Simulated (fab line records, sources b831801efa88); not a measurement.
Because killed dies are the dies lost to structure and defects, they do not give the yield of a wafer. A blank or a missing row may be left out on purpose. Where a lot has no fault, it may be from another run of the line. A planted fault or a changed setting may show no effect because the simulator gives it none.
fab line records	flow sky130	part 1 of 2: steps 1 to 24 of 35
record: lots: 5	wafers: 15	last-day: 49
route steps=708 shown VIA3@585 METAL4@598 CAP2M@603
lots untouched by any fault: they come from a run of this same line in which no faults occurred
start-h: start of the lot's first displayed wafer, in hours after the record's first day	wait-h: hours from the lot's prior step to this one	" identical to the entry in the row above	L1.1+2: several wafers, shown together as one row	- no value present, or no start provided	* or withheld: withheld	< > ~ a bound
route shown NAME@n: a module of which the file shows steps, and the number in the route of the first	usual: mean/standard deviation of fault-free wafers	same: alike in all rows	chamber/n: place in a boat	sites: readings site by site	_std_site: how widely they spread, as a standard deviation	_edge_site: mean of outer sites minus mean of inner sites	radius-mm: for every site, how far away it sits from the centre of the wafer	mask NAME#n: copy n	behind: tool/chamber where the wafer was last shaped	hold: what put the lot on hold/how long, in hours/how the hold closed	device: whichever transistor did not switch (one of n, p or np)	end of line: the route-end tests of the same wafers	a step with no rows: only its recipe	killed: at the first sort, the dies lost to defects and structure; wafer yield is something else	map: dies across one wafer; x = killed, . = not, _ = none there
set.NAME: the setting that was run; set.NAME@STEP: the one run at that earlier step	model.NAME: the simulator's own value behind a step, which no gauge read
a table for each step, a row for each wafer; lots at some steps of the route
services: the hour from which a tool's chamber was out of use, counted from the record's first day as start-h (under 0 if before that day), plus the number of hours and why
== steps ==
step: SKY_VIA3_CD_MEAS_12
recipe: target-cd-nm: 200
usual: cd-nm: 200.4/1.7
lot.wafer	tool	chamber	start-h	wait-h	cd-nm
L075.1	cd-sem-02	-	926.72	-	199.7
L075.3	"	-	"	"	200.9
L075.6	"	-	"	"	200.8
L084.3	cd-sem-01	-	1018.61	-	202.1
L084.4	"	-	"	"	200.7
L084.5	"	-	"	"	199.2
L085.2	cd-sem-02	-	1020.43	-	199.5
L085.5	"	-	"	"	200.7
L085.6	"	-	"	"	199.4
L092.2	cd-sem-02	-	1048.44	-	197.7
L092.3	"	-	"	"	196.0
L092.6	"	-	"	"	196.5
L095.2	cd-sem-01	-	1064.03	-	198.6
L095.3	"	-	"	"	198.0
L095.5	"	-	"	"	198.7
step: SKY_VIA3_OVL_MEAS_13
usual: VIA3_OVL: -6/5.6
lot.wafer	tool	chamber	start-h	wait-h	VIA3_OVL[nm]
L075.1	overlay-02	-	926.84	0.1	8
L075.3	"	-	"	"	4
L075.6	"	-	"	"	-3
L084.3	overlay-02	-	1018.70	0.1	-3
L084.4	"	-	"	"	5
L084.5	"	-	"	"	-5
L085.2	overlay-02	-	1020.53	0.1	-8
L085.5	"	-	"	"	-8
L085.6	"	-	"	"	-11
L092.2	overlay-02	-	1048.54	0.1	-17
L092.3	"	-	"	"	-7
L092.6	"	-	"	"	-8
L095.2	overlay-02	-	1064.13	0.1	-10
L095.3	"	-	"	"	-17
L095.5	"	-	"	"	-14
step: SKY_VIA3_ETCH_14
recipe: chemistry: N2/H2	target: BARC	ion-energy-ev: 200	source-w: 512.5	bias-w: 100	pressure-mtorr: 30	n2-flow-sccm: 100	h2-flow-sccm: 200	stop-on: SiO2	time-s: 45.9	target-depth-a: 600
usual: drypump-motor-current-A: 5.62/0.28	oes-product-au: 0.855/0.0046	throttle-valve-pct: 13.222/0.0088
lot.wafer	tool	chamber	start-h	wait-h	drypump-motor-current-A	oes-product-au	rf-hours-counter-h	throttle-valve-pct
L075.1	rie-diel-03	3	926.87	0.0	5.36	0.857	2	13.220
L075.3	"	0	"	"	5.04	0.850	8	13.201
L075.6	"	1	"	"	5.86	0.861	-	13.230
L084.3	rie-diel-04	0	1018.72	0.0	5.77	0.852	1	13.228
L084.4	"	2	"	"	5.49	0.854	19	13.213
L084.5	"	1	"	"	5.69	0.859	-	13.224
L085.2	rie-diel-04	3	1020.56	0.0	5.62	0.863	3	13.219
L085.5	"	3	"	"	5.64	0.858	-	13.237
L085.6	"	2	"	"	5.45	0.855	-	13.220
L092.2	rie-diel-03	1	1048.57	0.0	5.87	0.860	27	13.224
L092.3	"	3	"	"	5.38	0.847	7	13.223
L092.6	"	1	"	"	5.87	0.855	-	13.238
L095.2	rie-diel-04	2	1064.16	0.0	5.51	0.859	20	13.231
L095.3	"	3	"	"	5.64	0.855	5	13.220
L095.5	"	0	"	"	5.78	0.855	-	13.231
step: SKY_VIA3_ETCH_15
recipe: target: SiO2	chemistry: C4F8/O2/Ar	target-depth-nm: 507	stop-on: TiN	mask-material: KrF-thick	source-w: 1500	bias-w: 1200	pressure-mtorr: 40	c4f8-flow-sccm: withheld	O2_flow_sccm: 6	Ar_flow_sccm: 300	time-s: 78
usual: oes-product-au: 0.946/0.0048
lot.wafer	tool	chamber	start-h	wait-h	oes-product-au	rf-hours-counter-h
L075.1	rie-diel-03	3	926.92	0.0	0.948	2
L075.3	"	0	"	"	0.944	8
L075.6	"	1	"	"	0.943	-
L084.3	rie-diel-04	0	1018.77	0.0	0.940	1
L084.4	"	2	"	"	0.944	19
L084.5	"	1	"	"	0.949	-
L085.2	rie-diel-04	3	1020.61	0.0	0.950	3
L085.5	"	3	"	"	0.953	-
L085.6	"	2	"	"	0.948	-
L092.2	rie-diel-03	1	1048.62	0.0	0.947	27
L092.3	"	3	"	"	0.948	7
L092.6	"	1	"	"	0.948	-
L095.2	rie-diel-04	2	1064.21	0.0	0.944	20
L095.3	"	3	"	"	0.939	5
L095.5	"	0	"	"	0.954	-
step: SKY_VIA3_STRIP_16
recipe: chemistry: O2/N2	power-w: 1400	pressure-mtorr: 1500	platen-temp-c: withheld	o2-flow-sccm: 3000	n2-flow-sccm: 300	overash-fraction: 0.5
usual: drypump-motor-current-A: 5.7/0.32	oes-product-au: 0.401/0.0048	strip-time-to-endpoint-s: 4.11/0.034
lot.wafer	tool	chamber	start-h	wait-h	drypump-motor-current-A	oes-product-au	rf-hours-counter-h	strip-time-to-endpoint-s
L075.1	plasma-asher-03	0	926.98	0.0	5.7	0.399	47	4.12
L075.3	"	0	"	"	5.6	0.405	-	4.10
L075.6	"	1	"	"	5.1	0.395	-	4.12
L084.3	plasma-asher-04	1	1018.86	0.1	5.8	0.401	-	4.04
L084.4	"	0	"	"	6.2	0.397	-	4.07
L084.5	"	0	"	"	6.2	0.397	-	4.07
L085.2	plasma-asher-02	1	1020.67	0.0	5.4	0.396	124	4.09
L085.5	"	0	"	"	5.7	0.394	-	4.10
L085.6	"	1	"	"	5.5	0.400	-	4.04
L092.2	plasma-asher-02	1	1048.68	0.0	5.5	0.400	127	4.14
L092.3	"	0	"	"	5.7	0.405	-	4.08
L092.6	"	0	"	"	5.7	0.412	-	4.13
L095.2	plasma-asher-02	0	1064.27	0.0	5.7	0.403	0	4.08
L095.3	"	1	"	"	5.5	0.399	-	4.12
L095.5	"	1	"	"	5.5	0.396	-	4.06
step: SKY_VIA3_STRIP_17
recipe: chemistry: post-etch-residue-remover	time-s: 1200	temp-c: 72.5
lot.wafer	tool	chamber	start-h	wait-h
L075.1+3+6	wet-bench-04	0	927.08	0.1
L084.3+4+5	wet-bench-03	3	1018.93	0.0
L085.2+5+6	wet-bench-04	0	1020.77	0.1
L092.2+3+6	wet-bench-03	3	1048.78	0.1
L095.2+3+5	wet-bench-03	1	1064.37	0.1
step: SKY_VIA3_CLEAN_18
recipe: chemistry: IPA	time-s: 180	temp-c: 25
lot.wafer	tool	chamber	start-h	wait-h
L075.1+3+6	wet-bench-02	3	927.42	0.0
L084.3+4+5	wet-bench-02	0	1019.27	0.0
L085.2+5+6	wet-bench-02	3	1021.17	0.0
L092.2+3+6	wet-bench-02	3	1049.12	0.0
L095.2+3+5	wet-bench-04	3	1064.71	0.0
step: SKY_VIA3_CLEAN_19
recipe: chemistry: O3/DIW	dry: n2-spin
lot.wafer	tool	chamber	start-h	wait-h
L075.1+3+6	wet-bench-04	0	927.48	0.0
L084.3+4+5	wet-bench-04	1	1019.33	0.0
L085.2+5+6	wet-bench-03	1	1021.23	0.0
L092.2+3+6	wet-bench-03	3	1049.18	0.0
L095.2+3+5	wet-bench-02	2	1064.77	0.0
step: SKY_VIA3_SPUTTER_20
recipe: material: TiN	target-thk-nm: 20	chamber-pressure-pa: 5	power-w: 4000	time-s: 80
usual: cathode-dc-power-W: 4000.0/0.67	throttle-valve-pct: 30.8/0.83
lot.wafer	tool	chamber	start-h	wait-h	cathode-dc-power-W	throttle-valve-pct
L075.1	pvd-sputter-02	-	927.57	0.0	4000.3	30.8
L075.3	"	-	"	"	3999.8	31.8
L075.6	"	-	"	"	4000.3	31.0
L084.3	pvd-sputter-03	-	1019.44	0.0	3999.3	31.8
L084.4	"	-	"	"	4000.1	30.9
L084.5	"	-	"	"	3999.8	30.1
L085.2	pvd-sputter-03	-	1021.32	0.0	4000.7	29.0
L085.5	"	-	"	"	3999.8	29.8
L085.6	"	-	"	"	4000.2	28.8
L092.2	pvd-sputter-03	-	1049.27	0.0	4000.3	29.8
L092.3	"	-	"	"	3999.2	29.0
L092.6	"	-	"	"	4000.1	31.1
L095.2	pvd-sputter-03	-	1064.86	0.0	3999.1	29.6
L095.3	"	-	"	"	4000.4	31.8
L095.5	"	-	"	"	3998.9	31.6
step: SKY_VIA3_CVD_21
recipe: material: W	target-thk-nm: 390	time-s: 117.31	temp-c: 400	pressure-torr: 40
usual: heater-power-w: 834/54
lot.wafer	tool	chamber	start-h	wait-h	heater-power-w
L075.1	cvd-w-01	1	927.63	0.0	834
L075.3	"	0	"	"	855
L075.6	"	1	"	"	837
L084.3	cvd-w-01	1	1019.54	0.1	849
L084.4	"	0	"	"	846
L084.5	"	0	"	"	864
L085.2	cvd-w-02	1	1021.38	0.0	903
L085.5	"	0	"	"	745
L085.6	"	1	"	"	892
L092.2	cvd-w-01	0	1049.33	0.0	863
L092.3	"	1	"	"	807
L092.6	"	0	"	"	862
L095.2	cvd-w-02	1	1064.92	0.0	908
L095.3	"	0	"	"	757
L095.5	"	1	"	"	876
step: SKY_VIA3_RS_MEAS_22
recipe: thk-meas-gauge: four-point-probe	reads: W_of_VIA3_CVD_21+TiN_of_VIA3_SPUTTER_20
usual: VIA3_W_RS: 0.292/0.0043
lot.wafer	tool	chamber	start-h	wait-h	VIA3_W_RS[ohm/sq]
L075.1	film-metro-02	-	927.76	0.1	0.290
L075.3	"	-	"	"	0.285
L075.6	"	-	"	"	0.291
L084.3	film-metro-03	-	1019.66	0.1	0.293
L084.4	"	-	"	"	0.288
L084.5	"	-	"	"	0.285
L085.2	film-metro-04	-	1021.53	0.1	0.291
L085.5	"	-	"	"	0.297
L085.6	"	-	"	"	0.286
L092.2	film-metro-02	-	1049.47	0.1	0.292
L092.3	"	-	"	"	0.294
L092.6	"	-	"	"	0.290
L095.2	film-metro-03	-	1065.06	0.1	0.292
L095.3	"	-	"	"	0.298
L095.5	"	-	"	"	0.291
step: SKY_VIA3_THK_MEAS_23
recipe: thk-meas-gauge: xrf	reads: W_of_VIA3_CVD_21
usual: VIA3_W_THK: 389/5.7
lot.wafer	tool	chamber	start-h	wait-h	VIA3_W_THK[nm]
L075.1	film-metro-02	-	927.88	0.1	384
L075.3	"	-	"	"	389
L075.6	"	-	"	"	384
L084.3	film-metro-03	-	1019.76	0.1	389
L084.4	"	-	"	"	393
L084.5	"	-	"	"	400
L085.2	film-metro-04	-	1021.64	0.1	391
L085.5	"	-	"	"	389
L085.6	"	-	"	"	401
L092.2	film-metro-02	-	1049.58	0.1	391
L092.3	"	-	"	"	386
L092.6	"	-	"	"	391
L095.2	film-metro-03	-	1065.17	0.1	387
L095.3	"	-	"	"	383
L095.5	"	-	"	"	389
step: SKY_VIA3_CMP_24
recipe: stop-on: SiO2	t-overpolish-s: 20	down-force-psi: 3.5	platen-rpm: 60	target-thk-nm: 0	pad-velocity-m-s: 0.94248
usual: motor-current-A: 11.1/1.1	overpolish-run-s: 20.000/0.0093	retaining-ring-pressure-frac: 0.999/0.0048	slurry-filter-dp-kPa: 13.50/0.14	time-to-endpoint-s: 95/6.5
lot.wafer	tool	chamber	start-h	wait-h	motor-current-A	overpolish-run-s	retaining-ring-pressure-frac	slurry-filter-dp-kPa	time-to-endpoint-s
L075.1	cmp-02	3	927.99	0.1	12.8	19.991	0.995	13.44	102
L075.3	"	1	"	"	11.4	20.010	0.997	13.33	100
L075.6	"	2	"	"	9.1	20.000	1.002	13.42	87
L084.4	cmp-01	3	1019.80	0.0	10.2	20.008	0.996	13.43	101
L084.3	"	0	"	"	11.9	20.003	0.998	13.62	92
L084.5	"	3	"	"	10.2	20.008	1.002	13.43	105
L085.2	cmp-01	0	1021.84	0.2	11.4	19.986	1.001	13.11	96
L085.5	"	1	"	"	11.2	20.005	1.003	13.50	81
L085.6	"	2	"	"	11.7	19.984	1.005	13.58	100
L092.2	cmp-01	2	1049.68	0.1	11.6	19.993	1.003	13.51	99
L092.3	"	1	"	"	10.8	20.016	0.992	13.43	83
L092.6	"	2	"	"	11.3	20.012	0.994	13.70	97
L095.3	cmp-01	0	1065.27	0.1	11.6	20.004	0.999	13.56	94
L095.2	"	1	"	"	10.6	20.019	0.996	13.63	90
L095.5	"	0	"	"	11.2	19.988	0.996	13.49	95
step: SKY_METAL4_SPUTTER_00
recipe: material: Ti	target-thk-nm: 15	power-w: 3000	time-s: 10	chamber-pressure-pa: 0.4
usual: cathode-dc-power-W: 3000.0/0.55	throttle-valve-pct: 30.6/0.78
lot.wafer	tool	chamber	start-h	wait-h	cathode-dc-power-W	throttle-valve-pct
L075.1	pvd-sputter-01	-	928.24	0.2	2999.8	30.0
L075.3	"	-	"	"	3000.2	30.4
L075.6	"	-	"	"	2999.6	29.8
L084.3	pvd-sputter-04	-	1020.10	0.2	2999.8	30.3
L084.4	"	-	"	"	2999.3	31.1
L084.5	"	-	"	"	3000.3	31.6
L085.2	pvd-sputter-03	-	1021.99	0.1	3000.2	31.7
L085.5	"	-	"	"	3000.7	28.8
L085.6	"	-	"	"	3000.0	29.7
L092.2	pvd-sputter-03	-	1049.98	0.2	3000.2	29.9
L092.3	"	-	"	"	3001.2	29.1
L092.6	"	-	"	"	3001.1	30.9
L095.2	pvd-sputter-04	-	1065.52	0.1	2999.4	30.4
L095.3	"	-	"	"	2999.6	31.5
L095.5	"	-	"	"	3000.1	30.8
step: SKY_METAL4_SPUTTER_01
recipe: material: TiN	target-thk-nm: 20	power-w: 6500	time-s: 16.7	chamber-pressure-pa: 0.4
usual: cathode-dc-power-W: 6499.9/1.2	throttle-valve-pct: 30.6/0.76
lot.wafer	tool	chamber	start-h	wait-h	cathode-dc-power-W	throttle-valve-pct
L075.1	pvd-sputter-01	-	928.26	0.0	6499.7	29.9
L075.3	"	-	"	"	6500.3	30.4
L075.6	"	-	"	"	6498.5	30.1
L084.3	pvd-sputter-04	-	1020.12	0.0	6499.6	30.5
L084.4	"	-	"	"	6498.2	31.3
L084.5	"	-	"	"	6501.5	31.3
L085.2	pvd-sputter-03	-	1022.01	0.0	6500.3	32.0
L085.5	"	-	"	"	6499.2	29.1
L085.6	"	-	"	"	6501.8	29.9
L092.2	pvd-sputter-03	-	1050.00	0.0	6501.3	30.0
L092.3	"	-	"	"	6499.5	29.0
L092.6	"	-	"	"	6501.1	30.8
L095.2	pvd-sputter-04	-	1065.55	0.0	6501.1	30.5
L095.3	"	-	"	"	6500.6	31.6
L095.5	"	-	"	"	6502.0	30.7
step: SKY_METAL4_SPUTTER_02
recipe: material: AlCu	target-thk-nm: 735	power-w: 10600	time-s: 39.1	chamber-pressure-pa: 0.4
usual: cathode-dc-power-W: 10600/1.9	throttle-valve-pct: 30.6/0.76
lot.wafer	tool	chamber	start-h	wait-h	cathode-dc-power-W	throttle-valve-pct
L075.1	pvd-sputter-01	-	928.28	0.0	10600	30.0
L075.3	"	-	"	"	10601	30.5
L075.6	"	-	"	"	10601	29.9
L084.3	pvd-sputter-04	-	1020.15	0.0	10597	30.7
L084.4	"	-	"	"	10600	31.5
L084.5	"	-	"	"	10599	31.4
L085.2	pvd-sputter-03	-	1022.03	0.0	10602	31.5
L085.5	"	-	"	"	10597	28.9
L085.6	"	-	"	"	10600	30.1
L092.2	pvd-sputter-03	-	1050.03	0.0	10601	29.8
L092.3	"	-	"	"	10600	29.1
L092.6	"	-	"	"	10600	30.9
L095.2	pvd-sputter-04	-	1065.58	0.0	10599	30.8
L095.3	"	-	"	"	10600	31.5
L095.5	"	-	"	"	10596	30.5
step: SKY_METAL4_SPUTTER_03
recipe: material: Ti	target-thk-nm: 5	power-w: 3000	time-s: 3.3	chamber-pressure-pa: 0.4
usual: cathode-dc-power-W: 3000.1/0.52	throttle-valve-pct: 30.6/0.77
lot.wafer	tool	chamber	start-h	wait-h	cathode-dc-power-W	throttle-valve-pct
L075.1	pvd-sputter-01	-	928.32	0.0	3000.8	29.8
L075.3	"	-	"	"	2999.9	30.3
L075.6	"	-	"	"	3000.0	30.0
L084.3	pvd-sputter-04	-	1020.19	0.0	2999.9	30.3
L084.4	"	-	"	"	3000.0	31.5
L084.5	"	-	"	"	2999.4	31.3
L085.2	pvd-sputter-03	-	1022.07	0.0	3000.3	31.5
L085.5	"	-	"	"	3000.5	29.3
L085.6	"	-	"	"	3000.2	29.8
L092.2	pvd-sputter-03	-	1050.06	0.0	3000.1	29.9
L092.3	"	-	"	"	3001.2	28.8
L092.6	"	-	"	"	2999.7	30.7
L095.2	pvd-sputter-04	-	1065.62	0.0	2999.2	30.4
L095.3	"	-	"	"	3000.1	31.5
L095.5	"	-	"	"	3000.5	31.0
step: SKY_METAL4_SPUTTER_04
recipe: material: TiN	target-thk-nm: 70	power-w: 6500	time-s: 58.3	chamber-pressure-pa: 0.4
usual: cathode-dc-power-W: 6499.9/1.1	throttle-valve-pct: 30.6/0.78
lot.wafer	tool	chamber	start-h	wait-h	cathode-dc-power-W	throttle-valve-pct
L075.1	pvd-sputter-01	-	928.34	0.0	6499.6	29.9
L075.3	"	-	"	"	6500.4	30.2
L075.6	"	-	"	"	6500.5	29.7
L084.3	pvd-sputter-04	-	1020.20	0.0	6498.4	30.6
L084.4	"	-	"	"	6500.3	31.6
L084.5	"	-	"	"	6498.3	31.3
L085.2	pvd-sputter-03	-	1022.09	0.0	6500.6	31.9
L085.5	"	-	"	"	6499.2	29.2
L085.6	"	-	"	"	6502.4	29.6
L092.2	pvd-sputter-03	-	1050.08	0.0	6500.0	30.0
L092.3	"	-	"	"	6501.2	29.0
L092.6	"	-	"	"	6498.0	30.9
L095.2	pvd-sputter-04	-	1065.64	0.0	6499.1	30.7
L095.3	"	-	"	"	6500.4	31.6
L095.5	"	-	"	"	6498.9	31.0
step: SKY_CAP2M_CVD_00
recipe: material: SiO2	target-thk-nm: 15.5	temp-c: 400	time-s: withheld	rf-w: 450
usual: heater-power-w: 804/110
lot.wafer	tool	chamber	start-h	wait-h	heater-power-w
L075.1	pecvd-01	0	928.39	0.0	949
L075.3	"	1	"	"	875
L075.6	"	2	"	"	687
L084.3	pecvd-03	0	1020.25	0.0	895
L084.4	"	2	"	"	955
L084.5	"	0	"	"	892
L085.2	pecvd-04	1	1022.14	0.0	879
L085.5	"	2	"	"	682
L085.6	"	0	"	"	691
L092.2	pecvd-04	0	1050.13	0.0	641
L092.3	"	1	"	"	779
L092.6	"	0	"	"	638
L095.2	pecvd-01	1	1065.69	0.0	901
L095.3	"	2	"	"	608
L095.5	"	0	"	"	817
step: SKY_CAP2M_THK_MEAS_01
recipe: reads: SiO2_of_CAP2M_CVD_00
usual: CAP2M_CVD_00_THK: 15.50/0.26
lot.wafer	tool	chamber	start-h	wait-h	CAP2M_CVD_00_THK[nm]
L075.1	film-metro-01	-	928.41	-	15.50
L075.3	"	-	"	"	15.38
L075.6	"	-	"	"	15.95
L084.3	film-metro-01	-	1020.29	-	15.37
L084.4	"	-	"	"	15.74
L084.5	"	-	"	"	15.14
L085.2	film-metro-03	-	1022.17	-	15.21
L085.5	"	-	"	"	15.17
L085.6	"	-	"	"	15.52
L092.2	film-metro-01	-	1050.16	-	15.56
L092.3	"	-	"	"	15.43
L092.6	"	-	"	"	15.69
L095.2	film-metro-04	-	1065.73	-	15.18
L095.3	"	-	"	"	15.52
L095.5	"	-	"	"	15.61
step: SKY_CAP2M_SPUTTER_02
recipe: material: TiN	target-thk-nm: 200	temp-c: 300	power-w: 6500	time-s: 166.7	chamber-pressure-pa: 0.4
usual: cathode-dc-power-W: 6500.0/1.2	throttle-valve-pct: 30.8/0.68
lot.wafer	tool	chamber	start-h	wait-h	cathode-dc-power-W	throttle-valve-pct
L075.1	pvd-sputter-02	-	928.47	0.1	6500.9	31.0
L075.3	"	-	"	"	6499.9	31.6
L075.6	"	-	"	"	6501.3	31.2
L084.3	pvd-sputter-02	-	1020.33	0.0	6499.8	31.3
L084.4	"	-	"	"	6501.8	31.5
L084.5	"	-	"	"	6499.3	31.6
L085.2	pvd-sputter-02	-	1022.22	0.0	6499.3	30.8
L085.5	"	-	"	"	6500.4	31.1
L085.6	"	-	"	"	6500.1	31.1
L092.2	pvd-sputter-01	-	1050.21	0.0	6499.4	31.2
L092.3	"	-	"	"	6498.9	30.4
L092.6	"	-	"	"	6499.2	31.4
L095.2	pvd-sputter-03	-	1065.78	0.0	6499.5	29.2
L095.3	"	-	"	"	6497.2	30.1
L095.5	"	-	"	"	6501.8	29.9
step: SKY_CAP2M_RS_MEAS_03
recipe: thk-meas-gauge: four-point-probe	reads: TiN_of_CAP2M_SPUTTER_02
usual: CAP2M_TIN_RS: 6.86/0.089
lot.wafer	tool	chamber	start-h	wait-h	CAP2M_TIN_RS[ohm/sq]
L075.1	film-metro-03	-	928.58	0.1	6.76
L075.3	"	-	"	"	6.93
L075.6	"	-	"	"	6.96
L084.3	film-metro-04	-	1020.48	0.1	6.84
L084.4	"	-	"	"	6.87
L084.5	"	-	"	"	6.86
L085.2	film-metro-03	-	1022.35	0.1	6.99
L085.5	"	-	"	"	6.87
L085.6	"	-	"	"	6.99
L092.2	film-metro-03	-	1050.34	0.1	6.85
L092.3	"	-	"	"	6.85
L092.6	"	-	"	"	6.85
L095.2	film-metro-01	-	1065.91	0.1	6.89
L095.3	"	-	"	"	6.75
L095.5	"	-	"	"	6.78
step: SKY_CAP2M_THK_MEAS_04
recipe: thk-meas-gauge: xrf	reads: TiN_of_CAP2M_SPUTTER_02
usual: CAP2M_TIN_THK: 201/3
lot.wafer	tool	chamber	start-h	wait-h	CAP2M_TIN_THK[nm]
L075.1	film-metro-03	-	928.70	0.1	202
L075.3	"	-	"	"	199
L075.6	"	-	"	"	197
L084.3	film-metro-04	-	1020.58	0.1	201
L084.4	"	-	"	"	200
L084.5	"	-	"	"	201
L085.2	film-metro-03	-	1022.46	0.1	196
L085.5	"	-	"	"	200
L085.6	"	-	"	"	196
L092.2	film-metro-03	-	1050.45	0.1	202
L092.3	"	-	"	"	203
L092.6	"	-	"	"	204
L095.2	film-metro-01	-	1066.02	0.1	202
L095.3	"	-	"	"	206
L095.5	"	-	"	"	205
step: SKY_CAP2M_DEHYDRATE_05
recipe: temp-c: 200	time-s: 60
lot.wafer	tool	chamber	start-h	wait-h
L075.1+3+6	litho-track-02	0	940.98	12.3
L084.3+4+5	litho-track-03	0	1031.14	10.5
L085.2+5+6	litho-track-02	0	1032.86	10.4
L092.2+3+6	litho-track-03	0	1060.71	10.3
L095.2+3+5	litho-track-02	0	1075.76	9.7
